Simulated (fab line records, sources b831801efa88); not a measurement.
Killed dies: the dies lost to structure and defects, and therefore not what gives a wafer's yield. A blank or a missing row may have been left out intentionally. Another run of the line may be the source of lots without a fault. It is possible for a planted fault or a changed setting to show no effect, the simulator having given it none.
Which tool is to blame? ; flow sky130 ; Sampling: 24 lots, 72 wafers, 6 of 708 route steps

## WHAT EACH GAUGE READ, for each wafer
SKY_VIA2_BOW_MEAS_03.
lot;measured;on;VIA2_BOW (um)
L074;day 34 11:53;film_metro-03;84 83 77
L075;day 35 08:37;film_metro-03;92 91 93
L076;day 35 11:13;film_metro-03;83 92 91
L077;day 35 20:05;film_metro-04;100 82 81
L078;day 37 02:38;film_metro-04;83 83 78
L079;day 37 09:13;film_metro-01;89 82 95
L080;day 37 11:24;film_metro-01;89 83 73
L081;day 37 13:55;film_metro-01;89 79 80
L082;day 37 16:33;film_metro-01;82 84 103
L083;day 38 01:11;film_metro-03;85 93 88
L085;day 38 08:22;film_metro-03;90 80 81
L084;day 38 14:03;film_metro-04;69 82 79
L086;day 38 17:14;film_metro-01;94 96 91
L087;day 39 01:58;film_metro-04;71 86 75
L088;day 39 08:13;film_metro-03;91 86 94
L090;day 40 12:47;film_metro-04;96 87 94
L091;day 40 17:05;film_metro-01;88 96 81
L089;day 40 21:52;film_metro-04;86 76 92
L092;day 40 21:58;film_metro-03;85 74 88
L093;day 40 23:26;film_metro-03;81 83 88
L094;day 41 19:35;film_metro-03;92 74 86
L095;day 42 02:59;film_metro-01;92 95 82
L097;day 42 03:49;film_metro-01;89 84 85
L096;day 42 08:20;film_metro-04;92 84 88

SKY_CAP2M_THK_MEAS_04: measures by xrf.
lot;measured;on;CAP2M_TIN_THK (nm)
L074;day 39 00:09;film_metro-03;204.5 203.7 204.2
L075;day 39 20:27;film_metro-03;204.1 203.9 206.2
L076;day 39 22:37;film_metro-02;199.5 200.6 200.8
L077;day 40 06:07;film_metro-02;201.0 198.5 199.2
L078;day 41 11:44;film_metro-02;200.3 199.3 199.6
L079;day 41 19:44;film_metro-01;200.8 203.4 202.3
L080;day 41 20:51;film_metro-02;203.1 203.1 203.7
L081;day 42 00:32;film_metro-01;202.0 204.8 202.1
L082;day 42 00:40;film_metro-03;202.5 204.8 203.2
L083;day 42 09:11;film_metro-01;202.2 203.6 202.6
L085;day 42 14:29;film_metro-03;202.6 202.3 201.9
L084;day 42 20:48;film_metro-01;204.7 203.8 203.6
L086;day 43 00:47;film_metro-03;203.8 200.9 202.7
L087;day 43 06:44;film_metro-01;204.8 206.7 206.8
L088;day 43 17:51;film_metro-02;200.2 196.6 197.5
L090;day 44 13:41;film_metro-02;202.0 202.6 200.7
L091;day 44 19:23;film_metro-01;200.5 200.5 199.9
L089;day 45 00:44;film_metro-01;199.9 200.6 200.4
L092;day 45 01:22;film_metro-03;203.2 202.4 205.2
L093;day 45 02:23;film_metro-03;203.2 204.3 203.4
L094;day 45 19:04;film_metro-02;200.5 202.0 200.2
L095;day 46 01:55;film_metro-01;203.1 201.8 201.5
L097;day 46 00:55;film_metro-03;207.2 208.1 208.3
L096;day 46 06:25;film_metro-02;200.2 200.7 200.1

SKY_PAD_OPEN_BOW_MEAS_13.
lot;measured;on;PAD_OPEN_BOW (um)
L074;day 45 02:16;film_metro-01;36 38 29
L075;day 45 20:36;film_metro-02;50 48 52
L076;day 45 22:47;film_metro-03;51 57 57
L077;day 46 05:03;film_metro-02;59 41 40
L078;day 47 04:55;film_metro-03;44 45 40
L079;day 47 10:55;film_metro-03;53 47 60
L080;day 47 13:20;film_metro-02;61 53 44
L081;day 47 15:59;film_metro-01;49 38 40
L082;day 47 16:26;film_metro-01;50 51 70
L083;day 48 00:02;film_metro-03;47 54 50
L085;day 48 02:56;film_metro-01;51 41 42
L084;day 48 10:31;film_metro-02;37 52 50
L086;day 48 12:32;film_metro-01;61 60 56
L087;day 48 17:00;film_metro-01;21 35 25
L088;day 48 23:41;film_metro-01;55 52 59
L090;day 49 17:56;film_metro-02;53 46 50
L091;day 49 22:43;film_metro-03;53 62 47
L089;day 50 02:42;film_metro-03;53 43 57
L092;day 50 03:44;film_metro-01;37 29 41
L093;day 50 04:13;film_metro-02;41 41 47
L094;day 50 16:59;film_metro-01;53 38 48
L095;day 50 22:11;film_metro-03;46 49 37
L097;day 50 21:07;film_metro-02;45 40 42
L096;day 51 01:25;film_metro-02;66 57 62

## EACH LOT AND THE TOOL THAT RAN IT (in order: tool; ch and the chambers of the sampled wafers; start)
lot;SKY_METAL3_SPUTTER_04;SKY_CAPM_STRIP_14;SKY_CAP2M_METAL_ETCH_13
L074;pvd_sputter-01, day 35 15:12;plasma_asher-03 ch 0,1, day 36 17:06;rie_metal-03 ch 0,1, day 40 00:28
L075;pvd_sputter-04, day 36 11:35;plasma_asher-03 ch 0,1, day 37 13:27;rie_metal-01 ch 1, day 40 20:46
L076;pvd_sputter-01, day 36 15:24;plasma_asher-04 ch 0,1, day 37 17:14;rie_metal-01 ch 0,1, day 40 22:48
L077;pvd_sputter-04, day 36 22:33;plasma_asher-04 ch 0,1, day 38 00:24;rie_metal-01 ch 0,1, day 41 05:42
L078;pvd_sputter-01, day 38 05:56;plasma_asher-01 ch 0,1, day 39 06:59;rie_metal-02 ch 0,1, day 42 10:06
L079;pvd_sputter-04, day 38 12:32;plasma_asher-01 ch 0,1, day 39 13:51;rie_metal-02 ch 0,1, day 42 18:30
L080;pvd_sputter-01, day 38 14:54;plasma_asher-03 ch 0,1, day 39 15:53;rie_metal-03 ch 0,1, day 42 19:07
L081;pvd_sputter-02, day 38 17:29;plasma_asher-03 ch 0,1, day 39 18:35;rie_metal-03 ch 0,1, day 42 23:09
L082;pvd_sputter-01, day 38 19:05;plasma_asher-01 ch 0,1, day 39 19:33;rie_metal-01 ch 0,1, day 42 23:19
L083;pvd_sputter-02, day 39 04:14;plasma_asher-03 ch 0,1, day 40 04:52;rie_metal-02 ch 0,1, day 43 08:26
L085;pvd_sputter-01, day 39 10:53;plasma_asher-01 ch 0,1, day 40 11:11;rie_metal-03 ch 0,1, day 43 12:33
L084;pvd_sputter-01, day 39 16:23;plasma_asher-04 ch 0,1, day 40 17:07;rie_metal-03 ch 0,1, day 43 20:06
L086;pvd_sputter-02, day 39 20:17;plasma_asher-04 ch 1, day 40 21:10;rie_metal-01 ch 0,1, day 43 23:13
L087;pvd_sputter-04, day 40 03:31;plasma_asher-04 ch 0,1, day 41 02:45;rie_metal-03 ch 0,1, day 44 05:10
L088;pvd_sputter-04, day 40 10:43;plasma_asher-03 ch 0, day 41 11:09;rie_metal-02 ch 0,1, day 44 15:31
L090;pvd_sputter-04, day 41 14:42;plasma_asher-03 ch 0,1, day 42 13:53;rie_metal-02 ch 1, day 45 10:31
L091;pvd_sputter-04, day 41 19:17;plasma_asher-01 ch 0,1, day 42 18:26;rie_metal-02 ch 1, day 45 15:58
L089;pvd_sputter-01, day 42 00:46;plasma_asher-03 ch 0,1, day 42 23:39;rie_metal-02 ch 1, day 45 21:18
L092;pvd_sputter-04, day 42 00:57;plasma_asher-03 ch 0,1, day 42 23:45;rie_metal-03 ch 0,1, day 45 22:33
L093;pvd_sputter-01, day 42 01:49;plasma_asher-04 ch 0,1, day 43 00:22;rie_metal-03 ch 0,1, day 45 22:39
L094;pvd_sputter-04, day 42 19:49;plasma_asher-03 ch 0,1, day 43 19:24;rie_metal-02 ch 0,1, day 46 15:12
L095;pvd_sputter-01, day 43 03:16;plasma_asher-01 ch 0,1, day 44 02:35;rie_metal-03 ch 0,1, day 46 21:45
L097;pvd_sputter-04, day 43 04:07;plasma_asher-04 ch 0, day 44 02:53;rie_metal-02 ch 0,1, day 46 20:49
L096;pvd_sputter-02, day 43 09:13;plasma_asher-01 ch 0,1, day 44 07:26;rie_metal-03 ch 0,1, day 47 02:22
- SKY_METAL3_SPUTTER_04: material TiN, target thk 70 nm, time 58.3 s.
- SKY_CAPM_STRIP_14: strips in O2/N2.
- SKY_CAP2M_METAL_ETCH_13: etches TiN in Cl2/BCl3, stops on SiO2, target depth 220 nm, time 62.9 s.

## WHAT THE TOOLS THEMSELVES READ (means of the sampled wafers that have a number; where no wafer has one, the mark that the record gives instead)
SKY_METAL3_SPUTTER_04.
lot;tool;throttle_valve_pct (%)
L074;pvd_sputter-01;30.0
L075;pvd_sputter-04;29.7
L076;pvd_sputter-01;30.1
L077;pvd_sputter-04;29.8
L078;pvd_sputter-01;29.4
L079;pvd_sputter-04;29.4
L080;pvd_sputter-01;29.3
L081;pvd_sputter-02;30.2
L082;pvd_sputter-01;29.4
L083;pvd_sputter-02;30.7
L085;pvd_sputter-01;29.6
L084;pvd_sputter-01;30.0
L086;pvd_sputter-02;31.5
L087;pvd_sputter-04;29.2
L088;pvd_sputter-04;29.2
L090;pvd_sputter-04;29.7
L091;pvd_sputter-04;29.2
L089;pvd_sputter-01;29.6
L092;pvd_sputter-04;30.3
L093;pvd_sputter-01;29.5
L094;pvd_sputter-04;30.4
L095;pvd_sputter-01;29.5
L097;pvd_sputter-04;29.6
L096;pvd_sputter-02;30.7

SKY_CAPM_STRIP_14.
lot;tool;drypump_motor_current_A (A);oes_product_au (a.u.);strip_time_to_endpoint_s (s)
L074;plasma_asher-03;5.7;0.709;12.64
L075;plasma_asher-03;5.6;0.710;12.61
L076;plasma_asher-04;6.1;0.713;12.62
L077;plasma_asher-04;6.1;0.712;12.65
L078;plasma_asher-01;5.1;0.712;12.66
L079;plasma_asher-01;5.0;0.709;12.63
L080;plasma_asher-03;5.7;0.711;12.63
L081;plasma_asher-03;5.6;0.707;12.65
L082;plasma_asher-01;5.0;0.712;12.67
L083;plasma_asher-03;5.6;0.714;12.64
L085;plasma_asher-01;5.1;0.709;12.63
L084;plasma_asher-04;6.0;0.709;12.67
L086;plasma_asher-04;6.0;0.710;12.61
L087;plasma_asher-04;6.0;0.708;12.67
L088;plasma_asher-03;5.5;0.713;12.67
L090;plasma_asher-03;5.6;0.714;12.64
L091;plasma_asher-01;5.1;0.714;12.62
L089;plasma_asher-03;5.6;0.708;12.66
L092;plasma_asher-03;5.6;0.709;12.69
L093;plasma_asher-04;6.1;0.705;12.64
L094;plasma_asher-03;5.7;0.707;12.66
L095;plasma_asher-01;5.0;0.709;12.58
L097;plasma_asher-04;6.1;0.715;12.65
L096;plasma_asher-01;5.1;0.706;12.61

SKY_CAP2M_METAL_ETCH_13.
lot;tool;drypump_motor_current_A (A);oes_product_au (a.u.);rf_fwd_power_W (W);throttle_valve_pct (%)
L074;rie_metal-03;5.47;0.941;893;21.896
L075;rie_metal-01;5.78;0.939;890;21.904
L076;rie_metal-01;5.39;0.946;889;21.898
L077;rie_metal-01;5.38;0.937;889;21.905
L078;rie_metal-02;5.74;0.943;893;21.899
L079;rie_metal-02;5.48;0.940;891;21.902
L080;rie_metal-03;5.47;0.952;897;21.894
L081;rie_metal-03;5.38;0.944;895;21.898
L082;rie_metal-01;5.37;0.939;889;21.908
L083;rie_metal-02;5.74;0.944;891;21.903
L085;rie_metal-03;5.38;0.939;895;21.905
L084;rie_metal-03;5.47;0.947;897;21.900
L086;rie_metal-01;5.37;0.942;886;21.911
L087;rie_metal-03;5.39;0.950;892;21.892
L088;rie_metal-02;5.74;0.936;890;21.908
L090;rie_metal-02;5.22;0.945;889;21.897
L091;rie_metal-02;5.22;0.945;895;21.910
L089;rie_metal-02;5.22;0.936;892;21.904
L092;rie_metal-03;5.48;0.941;895;21.900
L093;rie_metal-03;5.42;0.940;889;21.911
L094;rie_metal-02;5.74;0.949;892;21.902
L095;rie_metal-03;5.47;0.943;897;21.908
L097;rie_metal-02;5.75;0.946;893;21.898
L096;rie_metal-03;5.47;0.937;894;21.904

## THE ANSWER, worked out from the rows above alone
Rule: the lots themselves supply what counts as usual. The widest of any qualifying gaps counts: lots, ordered by their means at a reading, are off when they make up no more than a third of the lots, leave a main group of 4 or more, and stand apart from it by 3 or more times the standard deviation of that group's means. A main group is skipped when, at the precision printed for the reading in the tables above, its means are all equal. A lot without any number at a reading at which 4 lots or more have one is off too. The other lots that the step has rows for count as sound. Order of review: gauges by route order, followed by the tools' own readings, for which a lot's mean as printed above is used. The first step at which some lot is off is used, and at that step the reading that is off furthest; a lot without a number counts as furthest.
None of the lots is off at any reading shown; this tells nothing.

## WHAT THE SIMULATOR PUT IN
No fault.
